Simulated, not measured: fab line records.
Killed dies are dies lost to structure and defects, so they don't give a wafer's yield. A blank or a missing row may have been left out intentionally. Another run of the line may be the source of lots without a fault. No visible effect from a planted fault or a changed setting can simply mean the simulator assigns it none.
fab line records	flow gf180mcu	part 1 of 2: steps 1 to 36 of 47
record lots=5	wafers=15	lastDay=34
route steps=602 shown MVPSD@89 VT_IMPLANT@90
lots that met no fault: from a run of the same line without faults
startH: hours from the record's first day to the start of the lot's first wafer shown	waitH: hours elapsed since this lot's preceding step	" same as the row above	L1.1+2: several wafers, shown together as one row	- either no value or no given start	* or withheld: withheld	< > ~ a bound
route shown NAME@n: NAME is a module with steps in the file, n the number in the route of the first one	usual: average and standard deviation across the fault-free wafers	same: alike in all rows	chamber/n: place in a boat	sites: each site's reading	_std_site: standard deviation across them	_edge_site: inner sites' mean taken away from outer sites' mean	radiusMm: for every site, how far away it sits from the centre of the wafer	mask NAME#n: copy n	behind: the most recent tool/chamber to have shaped the wafer	hold: why the lot went on hold/how many hours it stayed there/how the hold came to an end	device: the transistor (n, p or np) that didn't switch	end of line: at the end of the route, the tests of the same wafers	step lacking rows: just its recipe	killed: dies that structure and defects cost at the first sort, which is not the same as the wafer's yield	map: shows each die of a wafer: x if killed, . if not, _ if none is there
set.NAME: the setting that was run; set.NAME@STEP: the one run at that earlier step	model.NAME: the simulator's own value behind a step, which no gauge read
lots at selected steps of the route; one table per step, one row per wafer
services: from which hour (startH, from the record's first day; less than 0 if before it) a tool's chamber was out of use, for how many hours, and why
## steps
# step GF_MVPSD_TW_MEAS_11
# usual MVPSD_TW=557.7/2.7
lot.wafer	tool	chamber	startH	waitH	MVPSD_TW
L080.1	filmMetro-02	-	133.50	0.1	559.8
L080.2	"	-	"	"	559.6
L080.4	"	-	"	"	559.9
L083.2	filmMetro-02	-	150.86	0.1	560.3
L083.4	"	-	"	"	559.5
L083.5	"	-	"	"	559.2
L087.1	filmMetro-01	-	172.14	0.1	560.0
L087.2	"	-	"	"	560.8
L087.6	"	-	"	"	559.3
L091.1	filmMetro-01	-	199.40	0.1	560.8
L091.3	"	-	"	"	557.7
L091.4	"	-	"	"	562.6
L097.2	filmMetro-02	-	233.31	0.1	560.0
L097.4	"	-	"	"	558.7
L097.6	"	-	"	"	559.3
# step GF_VT_IMPLANT_DEHYDRATE_00
# recipe tempC=200	timeS=60
lot.wafer	tool	chamber	startH	waitH
L080.1+2+4	lithoTrack-02	0	139.73	6.2
L083.2+4+5	lithoTrack-02	0	158.21	7.3
L087.1+2+6	lithoTrack-01	0	180.16	8.0
L091.1+3+4	lithoTrack-04	0	206.96	7.6
L097.2+4+6	lithoTrack-04	0	242.14	8.8
# step GF_VT_IMPLANT_HMDS_01
# recipe primeTimeS=60	primeTempC=120
lot.wafer	tool	chamber	startH	waitH
L080.1+2+4	lithoTrack-02	0	139.88	0.1
L083.2+4+5	lithoTrack-02	0	158.36	0.1
L087.1+2+6	lithoTrack-01	0	180.31	0.1
L091.1+3+4	lithoTrack-04	0	207.11	0.1
L097.2+4+6	lithoTrack-04	0	242.29	0.1
# step GF_VT_IMPLANT_COAT_02
# recipe resist=NOVOLAK	spinRpm=3000	resistThkNm=1000
lot.wafer	tool	chamber	startH	waitH
L080.1+2+4	lithoTrack-02	0	140.03	0.1
L083.2+4+5	lithoTrack-02	0	158.51	0.1
L087.1+2+6	lithoTrack-01	0	180.46	0.1
L091.1+3+4	lithoTrack-04	0	207.26	0.1
L097.2+4+6	lithoTrack-04	0	242.44	0.1
# step GF_VT_IMPLANT_SOFTBAKE_03
# recipe tempC=90	timeS=60	resist=NOVOLAK
lot.wafer	tool	chamber	startH	waitH
L080.1+2+4	lithoTrack-02	0	140.18	0.1
L083.2+4+5	lithoTrack-02	0	158.66	0.1
L087.1+2+6	lithoTrack-01	0	180.61	0.1
L091.1+3+4	lithoTrack-04	0	207.41	0.1
L097.2+4+6	lithoTrack-04	0	242.59	0.1
# step GF_VT_IMPLANT_EXPOSE_04
# recipe maskId=LVPWELL_LV_AREA	targetCdNm=600	na=0.6	sourceShape=conventional	sigmaOuter=0.6	doseMj=141
lot.wafer	tool	chamber	startH	waitH	mask
L080.1+2+4	ilineStepper-02	0	-	-	LVPWELL_LV_AREA#0
L083.2+4+5	ilineStepper-02	0	-	-	LVPWELL_LV_AREA#0
L087.1+2+6	ilineStepper-01	0	-	-	LVPWELL_LV_AREA#0
L091.1+3+4	ilineStepper-02	0	-	-	LVPWELL_LV_AREA#0
L097.2+4+6	ilineStepper-02	0	-	-	LVPWELL_LV_AREA#0
# step GF_VT_IMPLANT_PEB_05
# recipe tempC=withheld	timeS=*	resist=NOVOLAK
lot.wafer	tool	chamber	startH	waitH
L080.1+2+4	lithoTrack-02	0	-	-
L083.2+4+5	lithoTrack-01	0	-	-
L087.1+2+6	lithoTrack-02	0	-	-
L091.1+3+4	lithoTrack-02	0	-	-
L097.2+4+6	lithoTrack-04	0	-	-
# step GF_VT_IMPLANT_DEVELOP_06
# recipe developTimeS=60	devTempC=23
# same developTimeS=60
lot.wafer	tool	chamber	startH	waitH
L080.1+2+4	lithoTrack-02	0	147.88	0.1
L083.2+4+5	lithoTrack-01	0	166.33	0.1
L087.1+2+6	lithoTrack-02	0	188.73	0.1
L091.1+3+4	lithoTrack-02	0	216.48	0.1
L097.2+4+6	lithoTrack-04	0	251.74	0.1
# step GF_VT_IMPLANT_OVL_MEAS_07
# usual VT_IMPLANT_OVL=1.2/1.3
lot.wafer	tool	chamber	startH	waitH	VT_IMPLANT_OVL[nm]
L080.1	overlay-01	-	148.03	0.1	0.4
L080.2	"	-	"	"	1.5
L080.4	"	-	"	"	2.1
L083.2	overlay-01	-	166.46	0.1	2.8
L083.4	"	-	"	"	-0.7
L083.5	"	-	"	"	1.3
L087.1	overlay-01	-	188.88	0.1	-0.7
L087.2	"	-	"	"	0.7
L087.6	"	-	"	"	-0.9
L091.1	overlay-02	-	216.63	0.1	2.0
L091.3	"	-	"	"	2.7
L091.4	"	-	"	"	2.2
L097.2	overlay-01	-	251.87	0.1	2.1
L097.4	"	-	"	"	0.2
L097.6	"	-	"	"	2.2
# step GF_VT_IMPLANT_IMPLANT_08
# recipe species=BF2	energyKev=20	doseCm2=8.29e+12	tiltDeg=7
lot.wafer	tool	chamber	startH	waitH
L080.1+2+4	implanter-01	0	148.07	0.0
L083.2+4+5	implanter-04	0	166.52	0.0
L087.1+2+6	implanter-02	0	188.92	0.0
L091.1+3+4	implanter-01	0	216.67	0.0
L097.2+4+6	implanter-04	0	251.92	0.0
# step GF_VT_IMPLANT_STRIP_09
# recipe chemistry=O2/N2	powerW=1400	pressureMtorr=1500	platenTempC=250	o2FlowSccm=3000	n2FlowSccm=300	overashFraction=0.5
# usual drypumpMotorCurrentA=5.5/0.35	heaterPowerW=313/21	oesProductAu=0.716/0.0046	platenTempC=250.00/0.17	stripTimeToEndpointS=12.63/0.037
lot.wafer	tool	chamber	startH	waitH	drypumpMotorCurrentA	heaterPowerW	oesProductAu	platenTempC	rfHoursCounterH	stripTimeToEndpointS
L080.1	plasmaAsher-02	1	148.22	0.1	4.9	359	0.707	249.97	4	12.60
L080.2	"	0	"	"	5.5	291	0.714	250.19	4	12.55
L080.4	"	1	"	"	4.9	353	0.718	250.09	-	12.63
L083.2	plasmaAsher-01	0	166.64	0.1	5.2	321	0.718	250.19	52	12.60
L083.4	"	1	"	"	6.1	314	0.706	250.26	-	12.58
L083.5	"	0	"	"	5.2	321	0.720	250.20	-	12.62
L087.1	plasmaAsher-02	0	189.07	0.1	5.5	286	0.716	250.25	8	12.66
L087.2	"	1	"	"	4.9	348	0.726	250.08	8	12.61
L087.6	"	1	"	"	4.9	352	0.714	250.02	-	12.62
L091.1	plasmaAsher-01	0	216.82	0.1	5.2	320	0.722	249.96	57	12.72
L091.3	"	0	"	"	5.2	321	0.718	249.92	-	12.77
L091.4	"	1	"	"	6.1	313	0.712	250.09	-	12.70
L097.2	plasmaAsher-01	0	252.05	0.1	5.2	323	0.716	250.05	60	12.66
L097.4	"	0	"	"	5.2	309	0.711	250.14	-	12.67
L097.6	"	1	"	"	6.0	318	0.708	250.13	-	12.69
# step GF_VT_IMPLANT_TW_MEAS_10
# usual VT_IMPLANT_TW=568/3.2
lot.wafer	tool	chamber	startH	waitH	VT_IMPLANT_TW
L080.1	filmMetro-04	-	148.32	0.1	572
L080.2	"	-	"	"	574
L080.4	"	-	"	"	571
L083.2	filmMetro-02	-	166.75	0.1	566
L083.4	"	-	"	"	564
L083.5	"	-	"	"	567
L087.1	filmMetro-02	-	189.17	0.1	565
L087.2	"	-	"	"	566
L087.6	"	-	"	"	566
L091.1	filmMetro-02	-	216.92	0.1	565
L091.3	"	-	"	"	566
L091.4	"	-	"	"	565
L097.2	filmMetro-02	-	252.16	0.1	569
L097.4	"	-	"	"	567
L097.6	"	-	"	"	569
# step GF_VT_IMPLANT_DEHYDRATE_11
# recipe tempC=200	timeS=60
lot.wafer	tool	chamber	startH	waitH
L080.1+2+4	lithoTrack-02	0	155.88	7.6
L083.2+4+5	lithoTrack-01	0	174.48	7.7
L087.1+2+6	lithoTrack-04	0	197.36	8.2
L091.1+3+4	lithoTrack-02	0	225.43	8.5
L097.2+4+6	lithoTrack-04	0	261.54	9.4
# step GF_VT_IMPLANT_HMDS_12
# recipe primeTimeS=60	primeTempC=120
lot.wafer	tool	chamber	startH	waitH
L080.1+2+4	lithoTrack-02	0	156.03	0.1
L083.2+4+5	lithoTrack-01	0	174.63	0.1
L087.1+2+6	lithoTrack-04	0	197.51	0.1
L091.1+3+4	lithoTrack-02	0	225.58	0.1
L097.2+4+6	lithoTrack-04	0	261.69	0.1
# step GF_VT_IMPLANT_COAT_13
# recipe resist=NOVOLAK	spinRpm=3000	resistThkNm=1000
lot.wafer	tool	chamber	startH	waitH
L080.1+2+4	lithoTrack-02	0	156.18	0.1
L083.2+4+5	lithoTrack-01	0	174.78	0.1
L087.1+2+6	lithoTrack-04	0	197.66	0.1
L091.1+3+4	lithoTrack-02	0	225.73	0.1
L097.2+4+6	lithoTrack-04	0	261.84	0.1
# step GF_VT_IMPLANT_SOFTBAKE_14
# recipe tempC=90	timeS=60	resist=NOVOLAK
lot.wafer	tool	chamber	startH	waitH
L080.1+2+4	lithoTrack-02	0	156.33	0.1
L083.2+4+5	lithoTrack-01	0	174.93	0.1
L087.1+2+6	lithoTrack-04	0	197.81	0.1
L091.1+3+4	lithoTrack-02	0	225.88	0.1
L097.2+4+6	lithoTrack-04	0	261.99	0.1
# step GF_VT_IMPLANT_EXPOSE_15
# recipe maskId=Nwell_LV_AREA	targetCdNm=860	na=0.6	sourceShape=conventional	sigmaOuter=0.6	doseMj=140
lot.wafer	tool	chamber	startH	waitH	mask
L080.1+2+4	ilineStepper-01	0	-	-	Nwell_LV_AREA#0
L083.2+4+5	ilineStepper-02	0	-	-	Nwell_LV_AREA#0
L087.1+2+6	ilineStepper-02	0	-	-	Nwell_LV_AREA#0
L091.1+3+4	ilineStepper-01	0	-	-	Nwell_LV_AREA#0
L097.2+4+6	ilineStepper-02	0	-	-	Nwell_LV_AREA#0
# step GF_VT_IMPLANT_PEB_16
# recipe tempC=withheld	timeS=*	resist=NOVOLAK
lot.wafer	tool	chamber	startH	waitH
L080.1+2+4	lithoTrack-02	0	-	-
L083.2+4+5	lithoTrack-04	0	-	-
L087.1+2+6	lithoTrack-02	0	-	-
L091.1+3+4	lithoTrack-01	0	-	-
L097.2+4+6	lithoTrack-04	0	-	-
# step GF_VT_IMPLANT_DEVELOP_17
# recipe developTimeS=60	devTempC=23
# same developTimeS=60
lot.wafer	tool	chamber	startH	waitH
L080.1+2+4	lithoTrack-02	0	164.23	0.1
L083.2+4+5	lithoTrack-04	0	183.14	0.1
L087.1+2+6	lithoTrack-02	0	206.08	0.1
L091.1+3+4	lithoTrack-01	0	234.61	0.1
L097.2+4+6	lithoTrack-04	0	270.69	0.1
# step GF_VT_IMPLANT_OVL_MEAS_18
# usual VT_IMPLANT_01_OVL=-0.2/1.4
lot.wafer	tool	chamber	startH	waitH	VT_IMPLANT_01_OVL[nm]
L080.1	overlay-01	-	164.38	0.1	1.4
L080.2	"	-	"	"	2.0
L080.4	"	-	"	"	0.2
L083.2	overlay-01	-	183.27	0.1	3.0
L083.4	"	-	"	"	0.7
L083.5	"	-	"	"	0.0
L087.1	overlay-02	-	206.23	0.1	0.6
L087.2	"	-	"	"	1.7
L087.6	"	-	"	"	-1.2
L091.1	overlay-01	-	234.76	0.1	-2.5
L091.3	"	-	"	"	-1.5
L091.4	"	-	"	"	0.4
L097.2	overlay-02	-	270.82	0.1	-0.5
L097.4	"	-	"	"	-2.8
L097.6	"	-	"	"	-3.5
# step GF_VT_IMPLANT_IMPLANT_19
# recipe species=As	energyKev=100	doseCm2=4.35e+12	tiltDeg=7
lot.wafer	tool	chamber	startH	waitH
L080.1+2+4	implanter-01	0	164.42	0.0
L083.2+4+5	implanter-01	0	183.32	0.0
L087.1+2+6	implanter-04	0	206.27	0.0
L091.1+3+4	implanter-02	0	234.79	0.0
L097.2+4+6	implanter-04	0	270.87	0.0
# step GF_VT_IMPLANT_STRIP_20
# recipe chemistry=O2/N2	powerW=1400	pressureMtorr=1500	platenTempC=250	o2FlowSccm=3000	n2FlowSccm=300	overashFraction=0.5
# usual drypumpMotorCurrentA=5.4/0.34	heaterPowerW=315/26	oesProductAu=0.716/0.0045	platenTempC=249.97/0.17	stripTimeToEndpointS=12.62/0.038
lot.wafer	tool	chamber	startH	waitH	drypumpMotorCurrentA	heaterPowerW	oesProductAu	platenTempC	rfHoursCounterH	stripTimeToEndpointS
L080.1	plasmaAsher-04	1	164.57	0.1	5.4	289	0.722	249.71	40	12.63
L080.2	"	0	"	"	5.5	320	0.715	250.15	40	12.61
L080.4	"	0	"	"	5.5	327	0.718	249.85	-	12.61
L083.2	plasmaAsher-04	1	183.45	0.1	5.4	290	0.723	249.69	41	12.68
L083.4	"	0	"	"	5.5	324	0.705	249.80	-	12.64
L083.5	"	1	"	"	5.4	293	0.712	249.92	-	12.66
L087.1	plasmaAsher-02	1	206.42	0.1	4.9	349	0.718	249.75	10	12.65
L087.2	"	0	"	"	5.5	288	0.716	250.14	10	12.63
L087.6	"	0	"	"	5.4	289	0.711	249.93	-	12.62
L091.1	plasmaAsher-02	0	234.94	0.1	5.5	277	0.718	250.31	13	12.62
L091.3	"	0	"	"	5.4	287	0.713	249.91	-	12.62
L091.4	"	1	"	"	5.0	346	0.715	250.08	-	12.67
L097.2	plasmaAsher-02	1	271.00	0.1	4.9	350	0.710	250.12	16	12.67
L097.4	"	0	"	"	5.4	290	0.715	249.87	-	12.68
L097.6	"	1	"	"	4.9	367	0.716	249.95	-	12.65
# step GF_VT_IMPLANT_TW_MEAS_21
# usual VT_IMPLANT_2_TW=1223/8.7
lot.wafer	tool	chamber	startH	waitH	VT_IMPLANT_2_TW
L080.1	filmMetro-02	-	164.67	0.1	1224
L080.2	"	-	"	"	1220
L080.4	"	-	"	"	1214
L083.2	filmMetro-01	-	183.56	0.1	1224
L083.4	"	-	"	"	1215
L083.5	"	-	"	"	1220
L087.1	filmMetro-04	-	206.59	0.1	1224
L087.2	"	-	"	"	1217
L087.6	"	-	"	"	1225
L091.1	filmMetro-01	-	235.04	0.1	1215
L091.3	"	-	"	"	1213
L091.4	"	-	"	"	1207
L097.2	filmMetro-04	-	271.11	0.1	1222
L097.4	"	-	"	"	1221
L097.6	"	-	"	"	1229
# step GF_VT_IMPLANT_DEHYDRATE_22
# recipe tempC=200	timeS=60
lot.wafer	tool	chamber	startH	waitH
L080.1+2+4	lithoTrack-01	0	171.71	7.0
L083.2+4+5	lithoTrack-04	0	191.19	7.6
L087.1+2+6	lithoTrack-02	0	214.78	8.2
L091.1+3+4	lithoTrack-04	0	243.41	8.4
L097.2+4+6	lithoTrack-01	0	280.93	9.8
# step GF_VT_IMPLANT_HMDS_23
# recipe primeTimeS=60	primeTempC=120
lot.wafer	tool	chamber	startH	waitH
L080.1+2+4	lithoTrack-01	0	171.86	0.1
L083.2+4+5	lithoTrack-04	0	191.34	0.1
L087.1+2+6	lithoTrack-02	0	214.93	0.1
L091.1+3+4	lithoTrack-04	0	243.56	0.1
L097.2+4+6	lithoTrack-01	0	281.08	0.1
# step GF_VT_IMPLANT_COAT_24
# recipe resist=NOVOLAK	spinRpm=3000	resistThkNm=1000
lot.wafer	tool	chamber	startH	waitH
L080.1+2+4	lithoTrack-01	0	172.01	0.1
L083.2+4+5	lithoTrack-04	0	191.49	0.1
L087.1+2+6	lithoTrack-02	0	215.08	0.1
L091.1+3+4	lithoTrack-04	0	243.71	0.1
L097.2+4+6	lithoTrack-01	0	281.23	0.1
# step GF_VT_IMPLANT_SOFTBAKE_25
# recipe tempC=90	timeS=60	resist=NOVOLAK
lot.wafer	tool	chamber	startH	waitH
L080.1+2+4	lithoTrack-01	0	172.16	0.1
L083.2+4+5	lithoTrack-04	0	191.64	0.1
L087.1+2+6	lithoTrack-02	0	215.23	0.1
L091.1+3+4	lithoTrack-04	0	243.86	0.1
L097.2+4+6	lithoTrack-01	0	281.38	0.1
# step GF_VT_IMPLANT_EXPOSE_26
# recipe maskId=LVPWELL_HV_AREA	targetCdNm=860	na=0.6	sourceShape=conventional	sigmaOuter=0.6	doseMj=140
lot.wafer	tool	chamber	startH	waitH	mask
L080.1+2+4	ilineStepper-02	0	-	-	LVPWELL_HV_AREA#0
L083.2+4+5	ilineStepper-02	0	-	-	LVPWELL_HV_AREA#0
L087.1+2+6	ilineStepper-01	0	-	-	LVPWELL_HV_AREA#0
L091.1+3+4	ilineStepper-01	0	-	-	LVPWELL_HV_AREA#0
L097.2+4+6	ilineStepper-01	0	-	-	LVPWELL_HV_AREA#0
# step GF_VT_IMPLANT_PEB_27
# recipe tempC=withheld	timeS=*	resist=NOVOLAK
lot.wafer	tool	chamber	startH	waitH
L080.1+2+4	lithoTrack-02	0	-	-
L083.2+4+5	lithoTrack-01	0	-	-
L087.1+2+6	lithoTrack-02	0	-	-
L091.1+3+4	lithoTrack-02	0	-	-
L097.2+4+6	lithoTrack-02	0	-	-
# step GF_VT_IMPLANT_DEVELOP_28
# recipe developTimeS=60	devTempC=23
# same developTimeS=60
lot.wafer	tool	chamber	startH	waitH
L080.1+2+4	lithoTrack-02	0	180.53	0.1
L083.2+4+5	lithoTrack-01	0	200.33	0.1
L087.1+2+6	lithoTrack-02	0	223.73	0.1
L091.1+3+4	lithoTrack-02	0	253.18	0.1
L097.2+4+6	lithoTrack-02	0	290.50	0.1
# step GF_VT_IMPLANT_OVL_MEAS_29
# usual VT_IMPLANT_02_OVL=0.1/1.2
lot.wafer	tool	chamber	startH	waitH	VT_IMPLANT_02_OVL[nm]
L080.1	overlay-02	-	180.68	0.1	-0.3
L080.2	"	-	"	"	-1.1
L080.4	"	-	"	"	0.8
L083.2	overlay-02	-	200.46	0.1	1.5
L083.4	"	-	"	"	1.1
L083.5	"	-	"	"	2.2
L087.1	overlay-01	-	223.88	0.1	-1.8
L087.2	"	-	"	"	-1.3
L087.6	"	-	"	"	-2.2
L091.1	overlay-01	-	253.33	0.1	1.3
L091.3	"	-	"	"	0.6
L091.4	"	-	"	"	2.2
L097.2	overlay-01	-	290.63	0.1	0.6
L097.4	"	-	"	"	-1.6
L097.6	"	-	"	"	-0.8
# step GF_VT_IMPLANT_IMPLANT_30
# recipe species=B	energyKev=25	doseCm2=2.534e+12	tiltDeg=7
lot.wafer	tool	chamber	startH	waitH
L080.1+2+4	implanter-01	0	180.72	0.0
L083.2+4+5	implanter-01	0	200.52	0.0
L087.1+2+6	implanter-02	0	223.92	0.0
L091.1+3+4	implanter-01	0	253.37	0.0
L097.2+4+6	implanter-04	0	290.69	0.0
# step GF_VT_IMPLANT_STRIP_31
# recipe chemistry=O2/N2	powerW=1400	pressureMtorr=1439	platenTempC=250	o2FlowSccm=3000	n2FlowSccm=300	overashFraction=0.5
# usual drypumpMotorCurrentA=5.5/0.37	heaterPowerW=314/22	oesProductAu=0.710/0.0043	platenTempC=250.00/0.18	stripTimeToEndpointS=12.78/0.034
lot.wafer	tool	chamber	startH	waitH	drypumpMotorCurrentA	heaterPowerW	oesProductAu	platenTempC	rfHoursCounterH	stripTimeToEndpointS
L080.1	plasmaAsher-01	1	180.87	0.1	6.1	308	0.711	249.89	53	12.80
L080.2	"	0	"	"	5.3	316	0.705	249.67	53	12.84
L080.4	"	1	"	"	6.1	304	0.712	249.76	-	12.83
L083.2	plasmaAsher-01	1	200.64	0.1	6.1	309	0.712	250.20	55	12.85
L083.4	"	1	"	"	6.1	317	0.712	250.20	-	12.85
L083.5	"	0	"	"	5.2	327	0.704	249.96	-	12.87
L087.1	plasmaAsher-04	1	224.07	0.1	5.4	294	0.715	249.91	46	12.72
L087.2	"	0	"	"	5.5	320	0.708	250.06	46	12.75
L087.6	"	1	"	"	5.4	287	0.710	250.11	-	12.79
L091.1	plasmaAsher-01	0	253.52	0.1	5.2	329	0.713	250.19	60	12.81
L091.3	"	1	"	"	6.1	313	0.709	250.01	-	12.79
L091.4	"	0	"	"	5.2	312	0.710	250.02	-	12.85
L097.2	plasmaAsher-02	0	290.81	0.1	5.5	286	0.713	250.36	18	12.78
L097.4	"	0	"	"	5.5	289	0.710	249.94	-	12.76
L097.6	"	1	"	"	4.9	357	0.715	250.04	-	12.75
# step GF_VT_IMPLANT_TW_MEAS_32
# usual VT_IMPLANT_3_TW=270.5/1.7
lot.wafer	tool	chamber	startH	waitH	VT_IMPLANT_3_TW
L080.1	filmMetro-01	-	180.97	0.1	270.7
L080.2	"	-	"	"	271.9
L080.4	"	-	"	"	269.1
L083.2	filmMetro-01	-	200.75	0.1	268.0
L083.4	"	-	"	"	269.8
L083.5	"	-	"	"	268.7
L087.1	filmMetro-04	-	224.17	0.1	273.5
L087.2	"	-	"	"	273.7
L087.6	"	-	"	"	273.5
L091.1	filmMetro-01	-	253.62	0.1	268.9
L091.3	"	-	"	"	268.9
L091.4	"	-	"	"	268.3
L097.2	filmMetro-04	-	290.92	0.1	270.2
L097.4	"	-	"	"	270.6
L097.6	"	-	"	"	271.2
# step GF_VT_IMPLANT_DEHYDRATE_33
# recipe tempC=200	timeS=60
lot.wafer	tool	chamber	startH	waitH
L080.1+2+4	lithoTrack-04	0	188.61	7.6
L083.2+4+5	lithoTrack-01	0	208.83	8.1
L087.1+2+6	lithoTrack-02	0	232.33	8.2
L091.1+3+4	lithoTrack-01	0	262.71	9.1
L097.2+4+6	lithoTrack-04	0	300.84	9.9
# step GF_VT_IMPLANT_HMDS_34
# recipe primeTimeS=60	primeTempC=120
lot.wafer	tool	chamber	startH	waitH
L080.1+2+4	lithoTrack-04	0	188.76	0.1
L083.2+4+5	lithoTrack-01	0	208.98	0.1
L087.1+2+6	lithoTrack-02	0	232.48	0.1
L091.1+3+4	lithoTrack-01	0	262.86	0.1
L097.2+4+6	lithoTrack-04	0	300.99	0.1
